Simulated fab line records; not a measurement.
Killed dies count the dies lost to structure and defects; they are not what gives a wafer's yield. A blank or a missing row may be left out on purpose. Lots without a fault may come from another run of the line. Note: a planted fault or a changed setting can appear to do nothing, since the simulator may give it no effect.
Check for tools in common | flow gf180mcu | 36 wafers sampled across 12 lots

REASON FOR OPENING
GF_POLY_GATE_THK_MEAS_01, reading POLY_GATE_CVD_00_THK: flagged on 1 of 12 lots. Fault-free wafers read 199.3 nm, with a standard deviation of 2.2.
Rule: a lot is flagged when every wafer of it that has a number lies more than 4 standard deviations from that mean, or none has a number. The rest of the lots are taken to be sound.

lot  | measured     | on            | POLY_GATE_CVD_00_THK (nm), wafer by wafer | flag
L279 | day 8 21:32  | film-metro-04 | 198.3 201.3 198.8                         |
L280 | day 9 03:05  | film-metro-03 | 197.6 199.1 198.5                         |
L281 | day 9 14:13  | film-metro-01 | 203.0 201.5 202.8                         |
L282 | day 9 19:09  | film-metro-04 | 204.0 206.2 204.1                         |
L283 | day 10 03:53 | film-metro-04 | 200.8 200.8 200.1                         |
L286 | day 11 02:43 | film-metro-04 | 203.0 203.4 202.3                         |
L287 | day 11 11:44 | film-metro-03 | 196.8 199.0 196.5                         |
L289 | day 11 22:41 | film-metro-01 | 200.4 197.9 199.7                         |
L292 | day 12 22:45 | film-metro-04 | 198.0 199.0 198.0                         |
L298 | day 14 11:41 | film-metro-03 | 176.0 178.1 178.7                         | FLAGGED
L299 | day 14 18:48 | film-metro-04 | 197.9 197.6 199.1                         |
L300 | day 15 03:05 | film-metro-01 | 198.4 199.4 200.1                         |
Average over the flagged lots: 177.6 nm; offset from the usual -21.7 nm, equal to -10 standard deviations.

WHICH TOOL EACH LOT WENT THROUGH
The record holds 1 process step before the reading, out of a route of 602 steps. Every cell lists first the tool, next ch and the chambers used by the sampled wafers, and last the start.
lot  | flag    | GF_POLY_GATE_CVD_00
L279 |         | lpcvd-01 ch 0, day 8 20:12
L280 |         | lpcvd-01 ch 0, day 9 01:45
L281 |         | lpcvd-02 ch 0, day 9 12:52
L282 |         | lpcvd-01 ch 1, day 9 17:49
L283 |         | lpcvd-02 ch 1, day 10 02:34
L286 |         | lpcvd-02 ch 0, day 11 01:22
L287 |         | lpcvd-02 ch 0, day 11 10:24
L289 |         | lpcvd-02 ch 0, day 11 21:21
L292 |         | lpcvd-02 ch 1, day 12 21:25
L298 | FLAGGED | lpcvd-02 ch 1, day 14 10:21
L299 |         | lpcvd-01 ch 0, day 14 17:28
L300 |         | lpcvd-01 ch 1, day 15 01:44
What these steps do:
- GF_POLY_GATE_CVD_00: deposits poly-Si, target thk 200 nm, time 1200 s.
- GF_POLY_GATE_THK_MEAS_01

FLAGGED OVER TOTAL, TOOL BY TOOL (the gauges that took the reading come last)
step                     | tool          | lots run | flagged | share of the flagged lots | sound lots run after its first flagged lot
GF_POLY_GATE_CVD_00      | lpcvd-01      | 5        | 0       | none                      | -
GF_POLY_GATE_CVD_00      | lpcvd-02      | 7        | 1       | all                       | 0
GF_POLY_GATE_THK_MEAS_01 | film-metro-01 | 3        | 0       | none                      | -
GF_POLY_GATE_THK_MEAS_01 | film-metro-03 | 3        | 1       | all                       | 0
GF_POLY_GATE_THK_MEAS_01 | film-metro-04 | 6        | 0       | none                      | -

WHAT THE TABLE ALLOWS
Table rows that saw every flagged lot: 2, namely lpcvd-02 at GF_POLY_GATE_CVD_00 and film-metro-03 at GF_POLY_GATE_THK_MEAS_01.
- lpcvd-02 at GF_POLY_GATE_CVD_00 ran 7 lots, 1 of them flagged. Last sound lot L292 at day 12 21:25, first flagged lot L298 at day 14 10:21; a fault beginning in between fits. Its own readings lie more than 4 standard deviations out on every wafer of the flagged lots: pressure-mtorr.
- film-metro-03 at GF_POLY_GATE_THK_MEAS_01 ran 3 lots, 1 of them flagged. Last sound lot L287 at day 11 11:44, first flagged lot L298 at day 14 11:41; a fault beginning in between fits.
A lot count leaves these 2 tools indistinguishable: every one of them fits a fault beginning at some hour. More lots, or a look at what each step does to the wafer, might.

WHAT THE SIMULATOR PUT IN
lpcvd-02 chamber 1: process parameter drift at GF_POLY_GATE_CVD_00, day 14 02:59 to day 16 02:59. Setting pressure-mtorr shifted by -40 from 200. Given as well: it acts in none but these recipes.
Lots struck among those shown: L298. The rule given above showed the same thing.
